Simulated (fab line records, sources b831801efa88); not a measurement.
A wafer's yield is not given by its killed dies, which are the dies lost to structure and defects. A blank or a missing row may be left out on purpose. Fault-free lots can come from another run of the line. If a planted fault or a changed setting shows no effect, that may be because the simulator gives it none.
Which tool did it? | flow gf180mcu | 14 lots, 42 wafers sampled, at 5 steps of a route of 602

== WHAT THE GAUGES SHOWED, per wafer ==
GF_VT_IMPLANT_OVL_MEAS_40.
lot  | measured     | on         | VT_IMPLANT_03_OVL (nm)
L230 | day 7 15:50  | overlay-02 | -1.6 -0.2 -1.2
L231 | day 7 23:48  | overlay-01 | -2.4 -2.6 -2.2
L232 | day 8 01:47  | overlay-01 | 0.1 -0.9 0.6
L233 | day 8 09:38  | overlay-02 | -0.8 0.0 -0.3
L234 | day 8 16:44  | overlay-01 | -0.7 -1.1 0.9
L241 | day 10 15:24 | overlay-01 | 0.2 1.2 2.0
L242 | day 10 20:15 | overlay-02 | 0.9 0.9 2.0
L246 | day 11 20:43 | overlay-01 | -0.1 1.3 1.3
L247 | day 12 06:08 | overlay-02 | 0.1 -1.9 -0.9
L248 | day 12 13:04 | overlay-01 | 1.3 1.3 -1.1
L250 | day 13 01:33 | overlay-01 | 1.2 1.3 0.7
L251 | day 13 11:32 | overlay-02 | -0.6 -1.6 -0.8
L252 | day 13 16:29 | overlay-01 | -2.2 0.5 -0.6
L253 | day 13 23:26 | overlay-01 | 0.6 1.9 0.4

GF_HV_LDD_RS_MEAS_53: uses a four-point probe to measure.
lot  | measured     | on           | HV_LDD_RS (ohm/sq)
L230 | day 12 14:56 | filmMetro-01 | 419.9 418.5 418.7
L231 | day 12 19:19 | filmMetro-01 | 418.4 418.6 417.7
L232 | day 12 23:14 | filmMetro-01 | 417.5 418.3 417.8
L233 | day 13 06:58 | filmMetro-03 | 419.5 417.7 418.6
L234 | day 13 17:21 | filmMetro-04 | 418.2 416.9 417.9
L241 | day 16 00:38 | filmMetro-04 | - - -
L242 | day 16 04:43 | filmMetro-04 | - - -
L246 | day 17 14:28 | filmMetro-03 | 417.9 417.1 418.3
L247 | day 18 01:01 | filmMetro-04 | 417.8 417.1 417.5
L248 | day 18 08:04 | filmMetro-04 | 417.7 417.9 416.8
L250 | day 19 05:26 | filmMetro-01 | 419.6 418.2 419.5
L251 | day 19 13:43 | filmMetro-03 | 419.3 417.5 418.0
L252 | day 20 01:01 | filmMetro-01 | 418.5 418.1 418.7
L253 | day 20 03:17 | filmMetro-03 | 419.0 418.5 418.7

GF_PSD_TW_MEAS_11.
lot  | measured     | on           | PSD_TW
L230 | day 14 11:08 | filmMetro-02 | 3148 3150 3148
L231 | day 14 15:53 | filmMetro-02 | 3168 3164 3159
L232 | day 14 21:11 | filmMetro-02 | 3156 3138 3158
L233 | day 15 03:22 | filmMetro-02 | 3175 3169 3157
L234 | day 15 14:32 | filmMetro-02 | 3172 3162 3166
L241 | day 18 01:44 | filmMetro-04 | 3193 3194 3204
L242 | day 18 05:11 | filmMetro-04 | 3188 3199 3179
L246 | day 19 18:58 | filmMetro-04 | 3198 3183 3194
L247 | day 20 05:35 | filmMetro-04 | 3214 3217 3211
L248 | day 20 11:50 | filmMetro-01 | 3195 3164 3184
L250 | day 21 09:18 | filmMetro-02 | 3167 3169 3172
L251 | day 21 16:58 | filmMetro-01 | 3162 3155 3151
L252 | day 22 04:03 | filmMetro-01 | 3152 3168 3162
L253 | day 22 06:10 | filmMetro-02 | 3157 3163 3158

GF_PSD_RS_MEAS_14: uses a four-point probe to measure.
lot  | measured     | on           | NSD_RS (ohm/sq)
L230 | day 14 11:26 | filmMetro-01 | 46.26 46.18 46.25
L231 | day 14 16:06 | filmMetro-02 | 46.09 46.19 46.25
L232 | day 14 21:23 | filmMetro-04 | 46.28 46.24 46.21
L233 | day 15 03:34 | filmMetro-02 | 46.08 46.17 46.19
L234 | day 15 14:43 | filmMetro-02 | 46.23 46.23 46.31
L241 | day 18 02:01 | filmMetro-01 | 46.09 46.15 46.08
L242 | day 18 05:26 | filmMetro-02 | 46.27 46.25 46.20
L246 | day 19 19:10 | filmMetro-01 | 46.12 46.19 46.04
L247 | day 20 05:47 | filmMetro-01 | 46.27 46.21 46.29
L248 | day 20 12:02 | filmMetro-01 | 46.18 46.29 46.28
L250 | day 21 09:34 | filmMetro-01 | 46.19 46.08 46.05
L251 | day 21 17:10 | filmMetro-01 | 46.15 46.18 46.17
L252 | day 22 04:19 | filmMetro-01 | 46.17 46.21 46.15
L253 | day 22 06:23 | filmMetro-04 | 46.28 46.18 46.10

== TOOL THAT RAN EACH LOT (tool first, then ch and the chambers of the sampled wafers, then the start) ==
lot  | GF_HV_LDD_IMPLANT_35
L230 | implanter-01 ch 0, day 11 18:40
L231 | implanter-03 ch 0, day 11 22:53
L232 | implanter-01 ch 0, day 12 02:40
L233 | implanter-03 ch 0, day 12 10:44
L234 | implanter-03 ch 0, day 12 19:58
L241 | implanter-01 ch 0, day 15 02:26
L242 | implanter-01 ch 0, day 15 06:20
L246 | implanter-03 ch 0, day 16 14:14
L247 | implanter-03 ch 0, day 17 00:55
L248 | implanter-03 ch 0, day 17 08:26
L250 | implanter-03 ch 0, day 18 03:59
L251 | implanter-01 ch 0, day 18 12:41
L252 | implanter-01 ch 0, day 18 23:35
L253 | implanter-02 ch 0, day 19 01:44
- GF_HV_LDD_IMPLANT_35

== WHAT THE TOOLS THEMSELVES READ (means of the sampled wafers that have a number; where no wafer has one, the mark that the record gives instead) ==
GF_HV_LDD_IMPLANT_35.
lot  | tool         | beamEnergyKeV | faradayCurrentUA | tiltDeg (degrees)
L230 | implanter-01 | 59.989        | 41.9             | 30.033
L231 | implanter-03 | 60.011        | 42.3             | 30.023
L232 | implanter-01 | 60.001        | 41.9             | 30.043
L233 | implanter-03 | 60.004        | 42.8             | 29.985
L234 | implanter-03 | 60.016        | 42.7             | 30.001
L241 | implanter-01 | 60.003        | 42.7             | 29.981
L242 | implanter-01 | 59.986        | 42.1             | 30.023
L246 | implanter-03 | 59.987        | 42.8             | 30.010
L247 | implanter-03 | 59.989        | 41.9             | 29.993
L248 | implanter-03 | 59.985        | 42.5             | 30.003
L250 | implanter-03 | 60.012        | 42.6             | 29.980
L251 | implanter-01 | 60.017        | 41.5             | 29.988
L252 | implanter-01 | 59.994        | 42.2             | 30.035
L253 | implanter-02 | 59.979        | 42.6             | 30.004

== THE ANSWER, worked out from the rows above alone ==
Rule: the usual values come from the lots themselves. The widest of any qualifying gaps counts: lots, ordered by their means at a reading, are off when they make up no more than a third of the lots, leave a main group of 4 or more, and stand apart from it by 3 or more times the standard deviation of that group's means. If all means in a main group match to the digits the tables above print for the reading, that group is not used. A lot without any number at a reading at which 4 lots or more have one is off too. The other lots that the step has rows for count as sound. The gauges are gone through in route order, then the tools' own readings, and for those a lot's mean is taken as printed above. The first step at which some lot is off is used, and at that step the reading that is off furthest; a lot without a number counts as furthest.
Off: L241, L242, seen at GF_HV_LDD_RS_MEAS_53 (HV_LDD_RS). Without a number there: L241, L242. The main group has a mean of 418.2 ohm/sq with a standard deviation of 0.55.
If a tool, at a process step before that reading, ran all the lots that are off and no sound lot after the first of them, it fits. Those tools and the gauges at GF_HV_LDD_RS_MEAS_53 are tried in the same way. Not one of the candidates tried fits.

== WHAT HAD BEEN PUT IN BY THE SIMULATOR ==
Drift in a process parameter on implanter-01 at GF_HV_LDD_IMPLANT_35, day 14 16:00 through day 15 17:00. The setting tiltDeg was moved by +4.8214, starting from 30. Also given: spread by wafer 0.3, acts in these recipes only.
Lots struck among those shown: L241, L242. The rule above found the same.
